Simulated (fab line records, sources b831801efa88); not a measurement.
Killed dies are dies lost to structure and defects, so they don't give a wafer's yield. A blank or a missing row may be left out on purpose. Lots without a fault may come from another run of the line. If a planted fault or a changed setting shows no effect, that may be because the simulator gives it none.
fab line records ; flow sky130
record: lots: 5; wafers: 15; lastDay: 50
route steps=708 shown LDD_N@247 LDD_P@255 PAD_OPEN@708
lots with no fault: from the same line, run without faults
startH: the number of hours between the record's first day and the start of the first shown wafer of the lot ; waitH: hours from the lot's prior step to this one ; " identical to the entry in the row above ; L1.1+2: one row covering several wafers at once ; - value missing, or start not given ; * or withheld: withheld ; < > ~ a bound
route shown NAME@n: NAME is a module with steps in the file, n the number in the route of the first one ; usual: mean and standard deviation over wafers with no fault ; same: alike in all rows ; chamber/n: place in a boat ; sites: per-site readings ; _std_site: standard deviation across them ; _edge_site: the outer-site mean with the inner-site mean subtracted ; radiusMm: how far each site lies from the wafer's centre ; mask NAME#n: copy n ; behind: tool/chamber where the wafer was last shaped ; hold: why the lot was held/for how many hours/how that ended ; device: the transistor (n, p or np) that didn't switch ; end of line: tests of these same wafers at the route's end ; a step given without rows: its recipe and nothing more ; killed: the dies lost at the first sort to structure and to defects; this is not the yield of the wafer ; map: the dies of a wafer, with x for killed, . for not killed, _ for no die there
set.NAME: the setting as run; set.NAME@STEP: as run at that earlier step ; model.NAME: the simulator's own value behind a step, which no gauge read
lots seen at some steps along the route; tables by step, rows by wafer
services: a tool's chamber out of use, with start hour (startH, from the record's first day; less than 0 if before it), hours out, and reason
== steps ==
step: SKY_LDD_N_IMPLANT_10
recipe: species: As; energyKev: 20; doseCm2: 7.5e+13; tiltDeg: withheld; rotationDeg: 203
step: SKY_LDD_N_IMPLANT_11
recipe: species: As; energyKev: 20; doseCm2: 7.5e+13; tiltDeg: withheld; rotationDeg: 293
step: SKY_LDD_N_IMPLANT_12
recipe: species: BF2; energyKev: 50; doseCm2: 5e+12; tiltDeg: 30; rotationDeg: 0
step: SKY_LDD_N_IMPLANT_13
recipe: species: BF2; energyKev: 50; doseCm2: 5e+12; tiltDeg: 30; rotationDeg: 90
step: SKY_LDD_N_IMPLANT_14
recipe: species: BF2; energyKev: 50; doseCm2: 5e+12; tiltDeg: 30; rotationDeg: 180
step: SKY_LDD_N_IMPLANT_15
recipe: species: BF2; energyKev: 50; doseCm2: 5e+12; tiltDeg: 30; rotationDeg: 270
step: SKY_LDD_N_STRIP_16
recipe: chemistry: O2/N2; powerW: 1400; pressureMtorr: 1500; platenTempC: withheld; o2FlowSccm: 3000; n2FlowSccm: 300; overashFraction: 0.5
usual: drypumpMotorCurrentA: 5.8/0.32; oesProductAu: 0.407/0.0044; stripTimeToEndpointS: 4.322/0.016
lot.wafer;tool;chamber;startH;waitH;drypumpMotorCurrentA;oesProductAu;rfHoursCounterH;stripTimeToEndpointS
L649.2;plasmaAsher-02;0;450.83;0.1;5.4;0.401;33;4.296
L649.5;plasmaAsher-02;0;450.83;0.1;5.4;0.413;-;4.308
L649.6;plasmaAsher-02;1;450.83;0.1;6.0;0.403;-;4.301
L648.3;plasmaAsher-02;0;461.11;0.1;5.4;0.408;-;4.310
L648.5;plasmaAsher-02;0;461.11;0.1;5.4;0.405;-;4.299
L648.6;plasmaAsher-02;1;461.11;0.1;6.1;0.402;-;4.290
L653.1;plasmaAsher-02;1;488.38;0.1;6.0;0.407;36;4.340
L653.2;plasmaAsher-02;0;488.38;0.1;5.4;0.408;36;4.340
L653.6;plasmaAsher-02;1;488.38;0.1;6.0;0.407;-;4.314
L657.2;plasmaAsher-01;1;520.23;0.1;6.3;0.410;8;4.305
L657.4;plasmaAsher-01;0;520.23;0.1;5.7;0.415;-;4.318
L657.6;plasmaAsher-01;0;520.23;0.1;5.7;0.412;-;4.301
L667.2;plasmaAsher-02;1;601.83;0.1;6.0;0.409;48;4.312
L667.5;plasmaAsher-02;0;601.83;0.1;5.4;0.405;-;4.324
L667.6;plasmaAsher-02;1;601.83;0.1;6.0;0.411;-;4.319
step: SKY_LDD_N_TW_MEAS_17
usual: LDD_N_TW: 2562/19
lot.wafer;tool;chamber;startH;waitH;LDD_N_TW
L649.2;filmMetro-03;-;450.94;0.1;2568
L649.5;filmMetro-03;-;450.94;0.1;2584
L649.6;filmMetro-03;-;450.94;0.1;2585
L648.3;filmMetro-03;-;461.20;0.1;2564
L648.5;filmMetro-03;-;461.20;0.1;2564
L648.6;filmMetro-03;-;461.20;0.1;2574
L653.1;filmMetro-04;-;488.48;0.1;2574
L653.2;filmMetro-04;-;488.48;0.1;2559
L653.6;filmMetro-04;-;488.48;0.1;2550
L657.2;filmMetro-03;-;520.34;0.1;2559
L657.4;filmMetro-03;-;520.34;0.1;2559
L657.6;filmMetro-03;-;520.34;0.1;2536
L667.2;filmMetro-01;-;601.94;0.1;2585
L667.5;filmMetro-01;-;601.94;0.1;2591
L667.6;filmMetro-01;-;601.94;0.1;2566
step: SKY_LDD_P_DEHYDRATE_00
recipe: tempC: 200; timeS: 60
step: SKY_LDD_P_HMDS_01
recipe: primeTimeS: 60; primeTempC: 120
step: SKY_LDD_P_COAT_02
recipe: resist: NOVOLAK; spinRpm: 3000; resistThkNm: 1152
step: SKY_LDD_P_SOFTBAKE_03
recipe: tempC: 90; timeS: 60; resist: NOVOLAK
step: SKY_LDD_P_EXPOSE_04
recipe: maskId: PSDM; na: 0.6; sourceShape: conventional; sigmaOuter: 0.6; polarization: unpolarized; targetCdNm: 380; doseMj: 138
same: na: 0.6; sigmaOuter: 0.6
lot.wafer;tool;chamber;startH;waitH;mask
L649.2+5+6;ilineStepper-01;0;465.97;-;PSDM#0
L648.3+5+6;ilineStepper-02;0;476.49;-;HVNTM#0
L653.1+2+6;ilineStepper-02;0;503.90;-;PSDM#0
L657.2+4+6;ilineStepper-01;0;535.72;-;PSDM#0
L667.2+5+6;ilineStepper-01;0;616.37;-;PSDM#0
step: SKY_LDD_P_PEB_05
recipe: tempC: withheld; timeS: *; resist: NOVOLAK
step: SKY_LDD_P_DEVELOP_06
recipe: resist: NOVOLAK; developer: TMAH; developTimeS: 60; devTempC: 23
step: SKY_LDD_P_CD_MEAS_07
recipe: targetCdNm: 380
usual: cdNm: 380.5/2.4
lot.wafer;tool;chamber;startH;waitH;cdNm
L649.2;cdSem-01;-;480.72;0.1;377.5
L649.5;cdSem-01;-;480.72;0.1;377.3
L649.6;cdSem-01;-;480.72;0.1;382.4
L648.3;cdSem-01;-;491.44;0.1;-
L648.5;cdSem-01;-;491.44;0.1;-
L648.6;cdSem-01;-;491.44;0.1;-
L653.1;cdSem-01;-;519.45;0.1;382.1
L653.2;cdSem-01;-;519.45;0.1;379.9
L653.6;cdSem-01;-;519.45;0.1;382.3
L657.2;cdSem-01;-;550.87;0.1;380.9
L657.4;cdSem-01;-;550.87;0.1;377.3
L657.6;cdSem-01;-;550.87;0.1;375.4
L667.2;cdSem-02;-;629.72;0.1;389.1
L667.5;cdSem-02;-;629.72;0.1;386.1
L667.6;cdSem-02;-;629.72;0.1;387.2
step: SKY_LDD_P_OVL_MEAS_08
usual: LDD_P_OVL: -0.2/1.6
lot.wafer;tool;chamber;startH;waitH;LDD_P_OVL[nm]
L649.2;overlay-02;-;480.82;0.1;-2.3
L649.5;overlay-02;-;480.82;0.1;-2.5
L649.6;overlay-02;-;480.82;0.1;-2.1
L648.3;overlay-01;-;491.53;0.1;-
L648.5;overlay-01;-;491.53;0.1;-
L648.6;overlay-01;-;491.53;0.1;-
L653.1;overlay-02;-;519.57;0.1;0.6
L653.2;overlay-02;-;519.57;0.1;-0.5
L653.6;overlay-02;-;519.57;0.1;2.8
L657.2;overlay-02;-;550.98;0.1;1.2
L657.4;overlay-02;-;550.98;0.1;1.1
L657.6;overlay-02;-;550.98;0.1;1.9
L667.2;overlay-02;-;629.82;0.1;-0.4
L667.5;overlay-02;-;629.82;0.1;1.6
L667.6;overlay-02;-;629.82;0.1;-1.1
step: SKY_LDD_P_IMPLANT_09
recipe: species: BF2; energyKev: 25; doseCm2: 1e+13; tiltDeg: withheld
step: SKY_LDD_P_STRIP_10
recipe: chemistry: O2/N2; powerW: 1400; pressureMtorr: 1500; platenTempC: withheld; o2FlowSccm: 3000; n2FlowSccm: 300; overashFraction: 0.5
usual: drypumpMotorCurrentA: 6.0/0.51; oesProductAu: 0.715/0.0046; stripTimeToEndpointS: 14.30/0.033
lot.wafer;tool;chamber;startH;waitH;drypumpMotorCurrentA;oesProductAu;rfHoursCounterH;stripTimeToEndpointS
L649.2;plasmaAsher-02;1;481.00;0.1;6.0;0.714;36;14.29
L649.5;plasmaAsher-02;1;481.00;0.1;6.0;0.713;-;14.35
L649.6;plasmaAsher-02;0;481.00;0.1;5.5;0.722;-;14.27
L648.3;plasmaAsher-04;1;491.74;0.1;6.8;0.717;-;14.30
L648.5;plasmaAsher-04;0;491.74;0.1;6.3;0.714;-;14.31
L648.6;plasmaAsher-04;1;491.74;0.1;6.8;0.713;-;14.30
L653.1;plasmaAsher-02;0;519.75;0.1;5.4;0.716;40;14.29
L653.2;plasmaAsher-02;1;519.75;0.1;6.0;0.725;40;14.32
L653.6;plasmaAsher-02;0;519.75;0.1;5.4;0.715;-;14.29
L657.2;plasmaAsher-03;0;551.16;0.1;5.5;0.708;72;14.32
L657.4;plasmaAsher-03;1;551.16;0.1;5.6;0.711;-;14.29
L657.6;plasmaAsher-03;0;551.16;0.1;5.5;0.716;-;14.31
L667.2;plasmaAsher-02;1;630.00;0.1;6.0;0.718;51;14.30
L667.5;plasmaAsher-02;1;630.00;0.1;6.0;0.716;-;14.31
L667.6;plasmaAsher-02;0;630.00;0.1;5.4;0.723;-;14.31
step: SKY_LDD_P_TW_MEAS_11
usual: LDD_P_TW: 640/7.5
lot.wafer;tool;chamber;startH;waitH;hold;LDD_P_TW
L649.2;filmMetro-01;-;481.11;0.1;-;632
L649.5;filmMetro-01;-;481.11;0.1;-;636
L649.6;filmMetro-01;-;481.11;0.1;-;633
L648.3;filmMetro-01;-;491.82;0.1;awaitDispo/0.2h/release;30
L648.5;filmMetro-01;-;491.82;0.1;awaitDispo/0.2h/release;30
L648.6;filmMetro-01;-;491.82;0.1;awaitDispo/0.2h/release;30
L648.3;filmMetro-01;-;492.05;0.2;-;30
L648.5;filmMetro-01;-;492.05;0.2;-;30
L648.6;filmMetro-01;-;492.05;0.2;-;30
L653.1;filmMetro-03;-;519.85;0.1;-;630
L653.2;filmMetro-03;-;519.85;0.1;-;626
L653.6;filmMetro-03;-;519.85;0.1;-;624
L657.2;filmMetro-02;-;551.27;0.1;-;648
L657.4;filmMetro-02;-;551.27;0.1;-;644
L657.6;filmMetro-02;-;551.27;0.1;-;647
L667.2;filmMetro-02;-;630.11;0.1;-;643
L667.5;filmMetro-02;-;630.11;0.1;-;642
L667.6;filmMetro-02;-;630.11;0.1;-;644
step: SKY_PAD_OPEN_PROBE_99
usual: defectLimitedYield: 82.2/1.9; killed_at_M0_to_M3: 44/6.7; killed_at_M4_up: 3.1/1.8; killedAtContacts: 24/5.1; killedAtFrontEnd: 16/4.7; killedAtOther: 0.3/0.59; killedDies: 88/9.6; killedOpen: 48/7.3; killedShort: 39/6.5; sort_bin_3_pad_short: 0.9/0.43; sort_bin_5_function: 10.6/1.6; sort_bin_6_memory: 6.3/1.1; sortNPass: 404/9.6; sortYieldPct: 82.2/1.9
same: grossDies: 492; killedAtBackSide: 0; sort_bin_4_leakage[%]: 0; sort_bin_8_speed[%]: 0
lot.wafer;tool;chamber;startH;waitH;defectLimitedYield[%];killed_at_M0_to_M3;killed_at_M4_up;killedAtContacts;killedAtFrontEnd;killedAtOther;killedDies;killedOpen;killedShort;sort_bin_3_pad_short[%];sort_bin_5_function[%];sort_bin_6_memory[%];sortNPass;sortYieldPct[%]
L649.2;prober-02;-;1105.82;0.1;82.5;36;5;26;18;1;86;46;40;1.2;10.0;6.3;406;82.5
L649.5;prober-02;-;1105.97;0.2;84.3;40;1;18;17;1;77;38;39;0.4;9.3;5.9;415;84.3
L649.6;prober-02;-;1106.02;0.2;82.9;37;2;20;23;2;84;48;34;0.4;11.0;5.7;408;82.9
L653.1;prober-01;-;1131.27;0.1;83.3;35;8;24;15;0;82;45;37;0.8;8.3;7.5;410;83.3
L653.2;prober-01;-;1131.32;0.1;80.5;48;1;29;18;0;96;52;43;1.4;11.6;6.5;396;80.5
L653.6;prober-01;-;1131.52;0.2;82.5;41;2;26;17;0;86;49;37;1.4;10.4;5.7;406;82.5
L657.2;prober-01;-;1154.96;0.1;82.7;42;7;21;13;2;85;50;35;1.0;9.8;6.5;407;82.7
L657.4;prober-01;-;1155.06;0.2;80.5;53;4;22;17;0;96;57;39;0.8;12.6;6.1;396;80.5
L657.6;prober-01;-;1155.16;0.2;83.5;43;4;18;16;0;81;41;40;1.4;9.6;5.5;411;83.5
L667.2;prober-01;-;1198.56;0.1;81.7;36;4;30;19;1;90;50;38;1.4;11.2;5.7;402;81.7
L667.5;prober-01;-;1198.71;0.2;83.7;37;5;26;11;1;80;42;37;0.6;10.6;5.1;412;83.7
L667.6;prober-01;-;1198.76;0.2;83.9;42;3;21;13;0;79;33;45;0.8;9.3;5.9;413;83.9
killed by level:class
L649.2 CONTACT:geometricParticle:open=12 LI_CONTACT:geometricParticle:open=9 POLY_GATE:geometricParticle:short=7 VIA2:geometricParticle:open=7 VIA1:geometricParticle:open=7 METAL4:geometricParticle:short=5 METAL1:geometricParticle:short=4 METAL2:geometricParticle:short=4
L649.5 VIA1:geometricParticle:open=8 CONTACT:geometricParticle:open=6 VIA3:geometricParticle:open=6 FIELD_ISO:geometricParticle:short=5 VIA1:geometricParticle:short=5 VIA2:geometricParticle:short=5 METAL1:geometricParticle:short=4 VIA2:geometricParticle:open=4
L649.6 VIA1:geometricParticle:open=9 FIELD_ISO:geometricParticle:short=8 LI_CONTACT:geometricParticle:open=8 VIA3:geometricParticle:open=7 FIELD_ISO:geometricParticle:open=6 VIA2:geometricParticle:open=6 CONTACT:geometricParticle:short=5 CONTACT:geometricParticle:open=5
L653.1 VIA1:geometricParticle:open=12 CONTACT:geometricParticle:open=9 LOCAL_INTERCONNECT:geometricParticle:short=8 FIELD_ISO:geometricParticle:open=6 VIA2:geometricParticle:open=5 VIA2:geometricParticle:short=5 METAL4:geometricParticle:short=5 FIELD_ISO:geometricParticle:short=4
L653.2 VIA1:geometricParticle:open=14 CONTACT:geometricParticle:open=10 LI_CONTACT:geometricParticle:open=8 METAL2:geometricParticle:short=8 LOCAL_INTERCONNECT:geometricParticle:short=6 POLY_GATE:geometricParticle:short=5 VIA3:geometricParticle:open=5 FIELD_ISO:geometricParticle:short=4
L653.6 CONTACT:geometricParticle:open=14 VIA1:geometricParticle:open=11 METAL2:geometricParticle:short=7 METAL1:geometricParticle:short=5 LI_CONTACT:geometricParticle:open=4 VIA2:geometricParticle:open=4 VIA3:geometricParticle:open=4 FIELD_ISO:geometricParticle:open=3
L657.2 VIA1:geometricParticle:open=10 VIA3:geometricParticle:open=9 VIA2:geometricParticle:open=8 LI_CONTACT:geometricParticle:open=7 METAL2:geometricParticle:short=7 FIELD_ISO:geometricParticle:open=5 LOCAL_INTERCONNECT:geometricParticle:open=4 METAL4:geometricParticle:short=4
L657.4 VIA1:geometricParticle:open=16 CONTACT:geometricParticle:open=9 METAL1:geometricParticle:short=8 VIA2:geometricParticle:open=8 LI_CONTACT:geometricParticle:open=5 LOCAL_INTERCONNECT:geometricParticle:short=5 VIA3:geometricParticle:open=5 FIELD_ISO:geometricParticle:open=4
L657.6 VIA1:geometricParticle:open=10 METAL2:geometricParticle:short=10 CONTACT:geometricParticle:open=9 FIELD_ISO:geometricParticle:open=6 VIA1:geometricParticle:short=6 METAL1:geometricParticle:short=5 LOCAL_INTERCONNECT:geometricParticle:short=4 VIA2:geometricParticle:open=4
L667.2 LI_CONTACT:geometricParticle:open=10 CONTACT:geometricParticle:short=8 VIA3:geometricParticle:open=8 VIA1:geometricParticle:open=7 VIA2:geometricParticle:open=7 CONTACT:geometricParticle:open=6 METAL2:geometricParticle:short=6 POLY_GATE:geometricParticle:open=5
L667.5 LI_CONTACT:geometricParticle:open=9 CONTACT:geometricParticle:open=7 VIA3:geometricParticle:open=6 METAL1:geometricParticle:short=6 VIA1:geometricParticle:open=6 VIA2:geometricParticle:short=5 LI_CONTACT:geometricParticle:short=4 CONTACT:geometricParticle:short=4
L667.6 METAL1:geometricParticle:short=9 VIA1:geometricParticle:open=8 FIELD_ISO:geometricParticle:short=5 LOCAL_INTERCONNECT:geometricParticle:short=5 CONTACT:geometricParticle:short=5 VIA2:geometricParticle:open=5 VIA3:geometricParticle:open=5 LI_CONTACT:geometricParticle:open=4
== services ==
tool;chamber;startH;hours;kind
ilineStepper-02;-;427.38;8.9;pm
ilineStepper-02;-;429.16;9.2;repair
plasmaAsher-01;0;430.25;-;clean
plasmaAsher-01;1;430.25;-;clean
plasmaAsher-03;-;448.55;0.5;repair
plasmaAsher-04;-;493.65;2.4;repair
ilineStepper-01;-;495.34;1.7;pm
ilineStepper-01;0;500.04;-;calibration
plasmaAsher-01;-;502.89;5.2;repair
ilineStepper-02;-;538.45;8.3;repair
plasmaAsher-01;-;574.63;5.2;repair
ilineStepper-02;0;607.06;-;calibration
plasmaAsher-02;-;619.51;1.0;repair
ilineStepper-02;-;629.87;1.7;pm
== key ==
firstSign: step: SKY_LDD_P_EXPOSE_04; reading: mask; direction: changed
effect: step: SKY_LDD_P_CD_MEAS_07; reading: cdNm; direction: missing
effect: step: SKY_LDD_P_OVL_MEAS_08; reading: LDD_P_OVL; direction: missing
effect: step: SKY_LDD_P_TW_MEAS_11; reading: visit; direction: added
effect: step: SKY_LDD_P_TW_MEAS_11; reading: LDD_P_TW; direction: down; sigmas: 82; usual: 640; struck: 30
metAt SKY_LDD_P_EXPOSE_04
struckWafers L648.3,L648.5,L648.6
scrappedBehind SKY_LDD_P_TW_MEAS_11 L648.3,L648.5,L648.6
fault: kind: wrongMask; tool: any; chamber: -; onsetH: 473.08; steps: SKY_LDD_P_EXPOSE_04; auxCopy: HVNTM#0; scope: struckLotsOnly
